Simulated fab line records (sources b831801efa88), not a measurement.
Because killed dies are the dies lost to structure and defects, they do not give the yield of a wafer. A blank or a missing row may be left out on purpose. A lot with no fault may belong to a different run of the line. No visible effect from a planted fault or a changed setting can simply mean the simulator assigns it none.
fab line records -- flow gf180mcu
record: lots: 11, wafers: 33, lastDay: 34
route steps=602 shown PSD@257 M2@364 V2@398
lots untouched by any fault: they come from a run of this same line in which no faults occurred
startH: hours from the record's first day to the start of the lot's first wafer shown -- waitH: hours elapsed since this lot's preceding step -- " as in the row above -- L1.1+2: several wafers, shown together as one row -- - value missing, or start not given -- * or withheld: withheld -- < > ~ a bound
route shown NAME@n: a module of which the file shows steps, and the number in the route of the first -- usual: mean/standard deviation taken from wafers without a fault -- same: alike in all rows -- chamber/n: place in a boat -- sites: each site's reading -- _std_site: their standard deviation -- _edge_site: mean of outer sites minus mean of inner sites -- radiusMm: for every site, how far away it sits from the centre of the wafer -- mask NAME#n: copy n -- behind: the most recent tool/chamber to have shaped the wafer -- hold: why the lot went on hold/how many hours it stayed there/how the hold came to an end -- device: names the non-switching transistor (n, p or np) -- end of line: tests run on the same wafers once the route is complete -- a step without rows: its recipe alone -- killed: not the wafer's yield, but the dies lost to structure and defects at the first sort -- map: dies across one wafer; x = killed, . = not, _ = none there
set.NAME: the setting the step ran with; set.NAME@STEP: the setting that earlier step ran with -- model.NAME: the simulator's own value behind a step, which no gauge read
the route's steps for a sample of lots (tables are steps, rows are wafers)
services: from which hour (startH, from the record's first day; less than 0 if before it) a tool's chamber was out of use, for how many hours, and why
== steps ==
step: GF_PSD_IMPLANT_09
recipe: species: BF2, energyKev: 40, doseCm2: 1.5e+15, tiltDeg: 7
usual: beamEnergyKeV: 39.999/0.013
lot.wafer,tool,chamber,startH,waitH,beamEnergyKeV
L931.3,implanter-03,0,316.04,0.1,40.010
L931.5,implanter-03,0,316.04,0.1,40.017
L931.6,implanter-03,0,316.04,0.1,40.013
L933.3,implanter-02,0,335.23,0.1,40.000
L933.5,implanter-02,0,335.23,0.1,39.985
L933.6,implanter-02,0,335.23,0.1,40.010
L936.2,implanter-02,0,359.87,0.0,39.988
L936.4,implanter-02,0,359.87,0.0,40.003
L936.6,implanter-02,0,359.87,0.0,40.020
L938.2,implanter-02,0,375.26,0.0,35.118
L938.3,implanter-02,0,375.26,0.0,35.081
L938.4,implanter-02,0,375.26,0.0,35.076
L939.3,implanter-02,0,388.34,0.1,35.085
L939.4,implanter-02,0,388.34,0.1,35.075
L939.6,implanter-02,0,388.34,0.1,35.081
L948.1,implanter-02,0,467.74,0.0,39.963
L948.2,implanter-02,0,467.74,0.0,39.980
L948.5,implanter-02,0,467.74,0.0,39.971
L949.2,implanter-02,0,470.36,0.0,40.004
L949.4,implanter-02,0,470.36,0.0,39.999
L949.5,implanter-02,0,470.36,0.0,40.014
L950.2,implanter-02,0,476.60,0.0,40.020
L950.3,implanter-02,0,476.60,0.0,40.000
L950.6,implanter-02,0,476.60,0.0,40.025
L951.2,implanter-04,0,487.72,0.0,39.970
L951.5,implanter-04,0,487.72,0.0,39.983
L951.6,implanter-04,0,487.72,0.0,39.985
L952.1,implanter-02,0,493.68,0.0,39.998
L952.4,implanter-02,0,493.68,0.0,39.999
L952.5,implanter-02,0,493.68,0.0,40.003
L953.1,implanter-04,0,511.24,0.0,39.970
L953.2,implanter-04,0,511.24,0.0,39.994
L953.6,implanter-04,0,511.24,0.0,39.992
step: GF_PSD_STRIP_10
recipe: chemistry: O2/N2, powerW: 1400, pressureMtorr: 1500, platenTempC: 250, o2FlowSccm: 3000, n2FlowSccm: 300, overashFraction: 0.5
usual: drypumpMotorCurrentA: 5.8/0.44, heaterPowerW: 364/47, oesProductAu: 0.592/0.0048, stripTimeToEndpointS: 16.52/0.039
lot.wafer,tool,chamber,startH,waitH,drypumpMotorCurrentA,heaterPowerW,oesProductAu,rfHoursCounterH,stripTimeToEndpointS
L931.3,plasmaAsher-04,1,316.18,0.1,5.7,385,0.593,-,16.55
L931.5,plasmaAsher-04,0,316.18,0.1,5.2,419,0.586,-,16.57
L931.6,plasmaAsher-04,1,316.18,0.1,5.8,375,0.593,-,16.52
L933.3,plasmaAsher-03,0,335.36,0.1,6.4,365,0.583,-,16.48
L933.5,plasmaAsher-03,1,335.36,0.1,5.6,306,0.586,-,16.53
L933.6,plasmaAsher-03,0,335.36,0.1,6.4,348,0.596,-,16.51
L936.2,plasmaAsher-04,1,359.99,0.1,5.7,385,0.582,72,16.51
L936.4,plasmaAsher-04,0,359.99,0.1,5.1,426,0.594,-,16.54
L936.6,plasmaAsher-04,0,359.99,0.1,5.1,417,0.592,-,16.50
L938.2,plasmaAsher-03,0,375.38,0.1,6.4,346,0.601,28,16.05
L938.3,plasmaAsher-03,0,375.38,0.1,6.4,350,0.607,-,16.08
L938.4,plasmaAsher-03,1,375.38,0.1,5.6,305,0.608,-,16.06
L939.3,plasmaAsher-04,0,388.48,0.1,5.2,418,0.600,-,15.99
L939.4,plasmaAsher-04,1,388.48,0.1,5.7,390,0.597,-,16.03
L939.6,plasmaAsher-04,1,388.48,0.1,5.8,384,0.604,-,16.01
L948.1,plasmaAsher-04,0,467.89,0.1,5.2,419,0.593,85,16.50
L948.2,plasmaAsher-04,1,467.89,0.1,5.7,387,0.593,85,16.50
L948.5,plasmaAsher-04,1,467.89,0.1,5.7,383,0.589,-,16.51
L949.2,plasmaAsher-04,0,470.49,0.1,5.2,412,0.589,85,16.55
L949.4,plasmaAsher-04,1,470.49,0.1,5.8,383,0.591,-,16.53
L949.5,plasmaAsher-04,1,470.49,0.1,5.7,391,0.597,-,16.55
L950.2,plasmaAsher-01,1,476.77,0.1,6.0,424,0.593,5,16.52
L950.3,plasmaAsher-01,1,476.77,0.1,6.1,421,0.590,-,16.47
L950.6,plasmaAsher-01,1,476.77,0.1,6.0,420,0.596,-,16.47
L951.2,plasmaAsher-03,1,487.84,0.1,5.6,308,0.576,40,16.54
L951.5,plasmaAsher-03,0,487.84,0.1,6.4,344,0.595,-,16.53
L951.6,plasmaAsher-03,1,487.84,0.1,5.6,306,0.597,-,16.55
L952.1,plasmaAsher-03,0,493.83,0.1,6.4,360,0.586,40,16.53
L952.4,plasmaAsher-03,0,493.83,0.1,6.4,347,0.597,-,16.51
L952.5,plasmaAsher-03,1,493.83,0.1,5.6,309,0.593,-,16.49
L953.1,plasmaAsher-01,0,511.39,0.1,6.3,301,0.587,8,16.50
L953.2,plasmaAsher-01,1,511.39,0.1,6.0,428,0.588,8,16.53
L953.6,plasmaAsher-01,1,511.39,0.1,6.1,414,0.594,-,16.50
step: GF_PSD_TW_MEAS_11
usual: PSD_TW: 3206/44
lot.wafer,tool,chamber,startH,waitH,PSD_TW
L931.3,filmMetro-04,-,316.26,0.1,3154
L931.5,filmMetro-04,-,316.26,0.1,3147
L931.6,filmMetro-04,-,316.26,0.1,3146
L933.3,filmMetro-03,-,335.45,0.1,3245
L933.5,filmMetro-03,-,335.45,0.1,3274
L933.6,filmMetro-03,-,335.45,0.1,3262
L936.2,filmMetro-04,-,360.10,0.1,3167
L936.4,filmMetro-04,-,360.10,0.1,3173
L936.6,filmMetro-04,-,360.10,0.1,3166
L938.2,filmMetro-04,-,375.49,0.1,3067
L938.3,filmMetro-04,-,375.49,0.1,3069
L938.4,filmMetro-04,-,375.49,0.1,3072
L939.3,filmMetro-04,-,388.56,0.1,3060
L939.4,filmMetro-04,-,388.56,0.1,3069
L939.6,filmMetro-04,-,388.56,0.1,3061
L948.1,filmMetro-03,-,467.99,0.1,3245
L948.2,filmMetro-03,-,467.99,0.1,3258
L948.5,filmMetro-03,-,467.99,0.1,3270
L949.2,filmMetro-03,-,470.60,0.1,3246
L949.4,filmMetro-03,-,470.60,0.1,3257
L949.5,filmMetro-03,-,470.60,0.1,3242
L950.2,filmMetro-04,-,476.88,0.1,3197
L950.3,filmMetro-04,-,476.88,0.1,3184
L950.6,filmMetro-04,-,476.88,0.1,3181
L951.2,filmMetro-03,-,487.95,0.1,3251
L951.5,filmMetro-03,-,487.95,0.1,3229
L951.6,filmMetro-03,-,487.95,0.1,3264
L952.1,filmMetro-03,-,493.93,0.1,3261
L952.4,filmMetro-03,-,493.93,0.1,3248
L952.5,filmMetro-03,-,493.93,0.1,3254
L953.1,filmMetro-04,-,511.49,0.1,3146
L953.2,filmMetro-04,-,511.49,0.1,3145
L953.6,filmMetro-04,-,511.49,0.1,3143
step: GF_PSD_RS_MEAS_15
recipe: thkMeasGauge: four-point-probe
usual: PSD_RS: 108.5/0.33
lot.wafer,tool,chamber,startH,waitH,PSD_RS[ohm/sq]
L931.3,filmMetro-03,-,316.61,0.1,108.1
L931.5,filmMetro-03,-,316.61,0.1,108.5
L931.6,filmMetro-03,-,316.61,0.1,108.4
L933.3,filmMetro-04,-,335.78,0.1,109.1
L933.5,filmMetro-04,-,335.78,0.1,108.9
L933.6,filmMetro-04,-,335.78,0.1,108.8
L936.2,filmMetro-01,-,360.43,0.1,108.7
L936.4,filmMetro-01,-,360.43,0.1,108.9
L936.6,filmMetro-01,-,360.43,0.1,108.7
L938.2,filmMetro-03,-,375.86,0.1,115.8
L938.3,filmMetro-03,-,375.86,0.1,115.2
L938.4,filmMetro-03,-,375.86,0.1,115.4
L939.3,filmMetro-01,-,388.90,0.1,115.1
L939.4,filmMetro-01,-,388.90,0.1,114.7
L939.6,filmMetro-01,-,388.90,0.1,114.9
L948.1,filmMetro-01,-,468.30,0.1,108.3
L948.2,filmMetro-01,-,468.30,0.1,108.1
L948.5,filmMetro-01,-,468.30,0.1,108.1
L949.2,filmMetro-04,-,470.93,0.1,108.5
L949.4,filmMetro-04,-,470.93,0.1,108.9
L949.5,filmMetro-04,-,470.93,0.1,108.7
L950.2,filmMetro-03,-,477.21,0.1,108.8
L950.3,filmMetro-03,-,477.21,0.1,108.8
L950.6,filmMetro-03,-,477.21,0.1,109.2
L951.2,filmMetro-01,-,488.27,0.1,108.3
L951.5,filmMetro-01,-,488.27,0.1,108.5
L951.6,filmMetro-01,-,488.27,0.1,108.5
L952.1,filmMetro-04,-,494.24,0.1,109.0
L952.4,filmMetro-04,-,494.24,0.1,108.8
L952.5,filmMetro-04,-,494.24,0.1,108.6
L953.1,filmMetro-01,-,511.80,0.1,108.1
L953.2,filmMetro-01,-,511.80,0.1,108.7
L953.6,filmMetro-01,-,511.80,0.1,108.7
step: GF_M2_SPUTTER_02
recipe: material: AlCu, targetThkNm: 450, powerW: 10600, timeS: 23.9, chamberPressurePa: 0.4
usual: cathodeDcPowerW: 10600/1.9, throttleValvePct: 30.1/0.83
lot.wafer,tool,chamber,startH,waitH,cathodeDcPowerW,throttleValvePct
L931.3,pvdSputter-03,-,411.48,0.0,10601,29.6
L931.5,pvdSputter-03,-,411.48,0.0,10600,29.4
L931.6,pvdSputter-03,-,411.48,0.0,10600,30.8
L933.3,pvdSputter-01,-,431.63,0.0,10600,29.6
L933.5,pvdSputter-01,-,431.63,0.0,10598,31.0
L933.6,pvdSputter-01,-,431.63,0.0,10601,30.9
L936.2,pvdSputter-01,-,461.55,0.0,10600,30.4
L936.4,pvdSputter-01,-,461.55,0.0,10604,30.6
L936.6,pvdSputter-01,-,461.55,0.0,10597,29.3
L938.2,pvdSputter-01,-,477.16,0.0,10600,31.2
L938.3,pvdSputter-01,-,477.16,0.0,10598,30.7
L938.4,pvdSputter-01,-,477.16,0.0,10603,30.3
L939.3,pvdSputter-03,-,490.61,0.0,10599,29.6
L939.4,pvdSputter-03,-,490.61,0.0,10598,29.4
L939.6,pvdSputter-03,-,490.61,0.0,10598,30.8
L948.1,pvdSputter-03,-,565.91,0.0,10600,30.8
L948.2,pvdSputter-03,-,565.91,0.0,10598,29.6
L948.5,pvdSputter-03,-,565.91,0.0,10600,29.3
L949.2,pvdSputter-01,-,573.97,0.0,10597,31.0
L949.4,pvdSputter-01,-,573.97,0.0,10604,30.2
L949.5,pvdSputter-01,-,573.97,0.0,10601,31.1
L950.2,pvdSputter-03,-,574.32,0.0,10600,29.8
L950.3,pvdSputter-03,-,574.32,0.0,10603,30.5
L950.6,pvdSputter-03,-,574.32,0.0,10599,30.8
L951.2,pvdSputter-03,-,584.68,0.0,10598,29.3
L951.5,pvdSputter-03,-,584.68,0.0,10604,29.5
L951.6,pvdSputter-03,-,584.68,0.0,10602,29.5
L952.1,pvdSputter-01,-,590.13,0.0,10597,31.0
L952.4,pvdSputter-01,-,590.13,0.0,10602,30.5
L952.5,pvdSputter-01,-,590.13,0.0,10598,31.0
L953.1,pvdSputter-03,-,605.22,0.0,10597,30.2
L953.2,pvdSputter-03,-,605.22,0.0,10599,29.5
L953.6,pvdSputter-03,-,605.22,0.0,10602,29.5
step: GF_M2_SPUTTER_04
recipe: material: TiN, targetThkNm: 50, powerW: 6500, timeS: 41.7, chamberPressurePa: 0.4
usual: cathodeDcPowerW: 6499.9/1.2, throttleValvePct: 30.1/0.83
lot.wafer,tool,chamber,startH,waitH,cathodeDcPowerW,throttleValvePct
L931.3,pvdSputter-03,-,411.53,0.0,6500.3,29.5
L931.5,pvdSputter-03,-,411.53,0.0,6498.6,29.1
L931.6,pvdSputter-03,-,411.53,0.0,6499.7,31.0
L933.3,pvdSputter-01,-,431.68,0.0,6501.1,29.3
L933.5,pvdSputter-01,-,431.68,0.0,6501.4,31.0
L933.6,pvdSputter-01,-,431.68,0.0,6502.0,31.0
L936.2,pvdSputter-01,-,461.60,0.0,6500.5,30.7
L936.4,pvdSputter-01,-,461.60,0.0,6499.1,30.8
L936.6,pvdSputter-01,-,461.60,0.0,6497.9,29.4
L938.2,pvdSputter-01,-,477.21,0.0,6497.5,31.1
L938.3,pvdSputter-01,-,477.21,0.0,6501.3,31.1
L938.4,pvdSputter-01,-,477.21,0.0,6501.5,30.6
L939.3,pvdSputter-03,-,490.66,0.0,6498.9,29.5
L939.4,pvdSputter-03,-,490.66,0.0,6499.2,29.4
L939.6,pvdSputter-03,-,490.66,0.0,6499.6,31.1
L948.1,pvdSputter-03,-,565.96,0.0,6499.2,30.7
L948.2,pvdSputter-03,-,565.96,0.0,6500.5,29.6
L948.5,pvdSputter-03,-,565.96,0.0,6500.4,29.3
L949.2,pvdSputter-01,-,574.03,0.0,6501.2,30.7
L949.4,pvdSputter-01,-,574.03,0.0,6501.1,30.4
L949.5,pvdSputter-01,-,574.03,0.0,6499.3,30.7
L950.2,pvdSputter-03,-,574.37,0.0,6499.6,29.7
L950.3,pvdSputter-03,-,574.37,0.0,6501.4,30.3
L950.6,pvdSputter-03,-,574.37,0.0,6499.7,31.0
L951.2,pvdSputter-03,-,584.73,0.0,6500.0,29.4
L951.5,pvdSputter-03,-,584.73,0.0,6499.2,29.8
L951.6,pvdSputter-03,-,584.73,0.0,6500.2,29.2
L952.1,pvdSputter-01,-,590.18,0.0,6499.9,30.9
L952.4,pvdSputter-01,-,590.18,0.0,6501.3,30.6
L952.5,pvdSputter-01,-,590.18,0.0,6498.4,30.8
L953.1,pvdSputter-03,-,605.27,0.0,6500.4,30.6
L953.2,pvdSputter-03,-,605.27,0.0,6499.6,29.6
L953.6,pvdSputter-03,-,605.27,0.0,6500.0,29.4
step: GF_V2_ETCH_16
recipe: chemistry: N2/H2, targetDepthA: withheld, overetchA: withheld, timeS: withheld, target: BARC, ionEnergyEv: 200, sourceW: 500, biasW: 100, pressureMtorr: 30, n2FlowSccm: 100, h2FlowSccm: 200
usual: biasW: 100.02/0.29, drypumpMotorCurrentA: 5.7/0.39, h2FlowSccm: 200.1/0.61, oesProductAu: 0.854/0.0048, throttleValvePct: 13.224/0.0093
lot.wafer,tool,chamber,startH,waitH,biasW,drypumpMotorCurrentA,h2FlowSccm,oesProductAu,throttleValvePct
L931.3,rieDiel-04,2,461.49,0.0,99.93,5.9,199.5,0.852,13.226
L931.5,rieDiel-04,2,461.49,0.0,99.91,5.9,200.1,0.849,13.223
L931.6,rieDiel-04,1,461.49,0.0,100.18,5.9,199.7,0.857,13.225
L933.3,rieDiel-01,2,481.78,0.0,100.03,5.8,200.1,0.857,13.221
L933.5,rieDiel-01,2,481.78,0.0,100.06,5.8,199.4,0.855,13.210
L933.6,rieDiel-01,1,481.78,0.0,99.66,5.5,199.0,0.856,13.226
L936.2,rieDiel-04,1,510.64,0.0,100.13,5.9,199.1,0.848,13.212
L936.4,rieDiel-04,2,510.64,0.0,100.24,5.9,199.9,0.849,13.227
L936.6,rieDiel-04,0,510.64,0.0,100.27,6.4,200.3,0.860,13.216
L938.2,rieDiel-03,2,525.64,0.0,100.09,5.9,200.1,0.861,13.228
L938.3,rieDiel-03,0,525.64,0.0,100.02,5.8,200.2,0.861,13.238
L938.4,rieDiel-03,1,525.64,0.0,99.88,5.5,200.9,0.859,13.243
L939.3,rieDiel-04,3,537.54,0.0,99.61,4.9,200.9,0.860,13.231
L939.4,rieDiel-04,1,537.54,0.0,99.90,5.9,200.5,0.856,13.236
L939.6,rieDiel-04,2,537.54,0.0,100.55,6.0,199.0,0.844,13.224
L948.1,rieDiel-03,2,610.22,0.0,100.20,5.9,200.0,0.849,13.232
L948.2,rieDiel-03,1,610.22,0.0,99.52,5.5,201.1,0.853,13.214
L948.5,rieDiel-03,1,610.22,0.0,99.90,5.5,200.1,0.851,13.224
L949.2,rieDiel-03,3,617.84,0.0,100.12,5.5,200.0,0.847,13.208
L949.4,rieDiel-03,2,617.84,0.0,100.42,5.9,201.0,0.846,13.229
L949.5,rieDiel-03,1,617.84,0.0,100.25,5.5,201.4,0.861,13.227
L950.2,rieDiel-04,3,618.79,0.0,99.71,4.9,199.5,0.857,13.230
L950.3,rieDiel-04,1,618.79,0.0,99.78,5.9,199.6,0.857,13.239
L950.6,rieDiel-04,3,618.79,0.0,100.25,4.9,199.7,0.841,13.214
L951.2,rieDiel-04,1,628.44,0.0,100.09,5.9,200.8,0.853,13.212
L951.5,rieDiel-04,2,628.44,0.0,100.20,5.9,199.2,0.859,13.217
L951.6,rieDiel-04,1,628.44,0.0,100.20,5.9,200.7,0.861,13.224
L952.1,rieDiel-03,3,632.82,0.0,99.69,5.5,198.5,0.863,13.214
L952.4,rieDiel-03,3,632.82,0.0,100.13,5.5,199.5,0.865,13.227
L952.5,rieDiel-03,0,632.82,0.0,100.00,5.8,200.2,0.852,13.223
L953.1,rieDiel-04,2,646.89,0.0,100.31,5.9,200.1,0.851,13.221
L953.2,rieDiel-04,1,646.89,0.0,100.28,5.9,200.4,0.852,13.207
L953.6,rieDiel-04,1,646.89,0.0,99.84,5.9,200.9,0.853,13.227
== services ==
tool,chamber,startH,hours,kind
rieDiel-04,2,295.16,2.6,repair
rieDiel-04,-,297.22,1.0,repair
rieDiel-03,1,299.78,3.6,repair
implanter-02,-,304.53,2.4,repair
plasmaAsher-04,-,305.50,0.6,repair
pvdSputter-01,-,308.08,3.1,repair
rieDiel-04,-,317.34,14.6,pm
pvdSputter-01,-,334.14,5.7,repair
rieDiel-04,2,339.60,9.0,repair
rieDiel-03,1,375.84,3.9,repair
plasmaAsher-03,-,389.78,2.5,repair
rieDiel-04,0,462.20,14.9,repair
rieDiel-04,1,465.66,10.1,repair
rieDiel-03,0,508.05,3.4,repair
implanter-02,-,512.71,1.0,repair
pvdSputter-03,-,516.22,4.9,repair
rieDiel-04,0,542.15,24.5,repair
rieDiel-04,-,546.18,1.2,repair
plasmaAsher-03,-,567.99,12.2,repair
implanter-02,-,575.20,4.1,pm
rieDiel-04,3,586.46,18.3,repair
plasmaAsher-04,-,599.27,4.2,repair
pvdSputter-03,-,634.79,1.3,repair
rieDiel-04,-,634.80,1.1,repair
== key ==
firstSign: step: GF_PSD_IMPLANT_09, reading: beamEnergyKeV, direction: down, sigmas: 99+, usual: 39.999, struck: 35.086
effect: step: GF_PSD_STRIP_10, reading: stripTimeToEndpointS, direction: down, sigmas: 12, usual: *, struck: *
effect: step: GF_PSD_TW_MEAS_11, reading: PSD_TW, direction: down, sigmas: 3.2, usual: 3206, struck: 3066
effect: step: GF_PSD_RS_MEAS_15, reading: PSD_RS, direction: up, sigmas: 20, usual: 108.5, struck: 115.2
metAt GF_PSD_IMPLANT_09
struckLots L938,L939
testerLeftOut L938,L939
notActingAt GF_M2_SPUTTER_02,GF_M2_SPUTTER_04,GF_V2_ETCH_16
onsetBetween 359.87 375.26
fault: kind: processParameterDrift, tool: implanter-02, chamber: -, onsetH: 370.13, steps: GF_PSD_IMPLANT_09, channel: energyKev, offset: -4.9091, shape: step, endH: 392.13, actsIn: theseRecipesOnly, stated: 40
testerLeftOut: of these lots the tester's yield and bins aren't shown, on N5 and GAA mostly nor the transistor test; their killed dies are dies lost to structure and defects alone, not to doping, threshold or leakage, so they don't give the yield
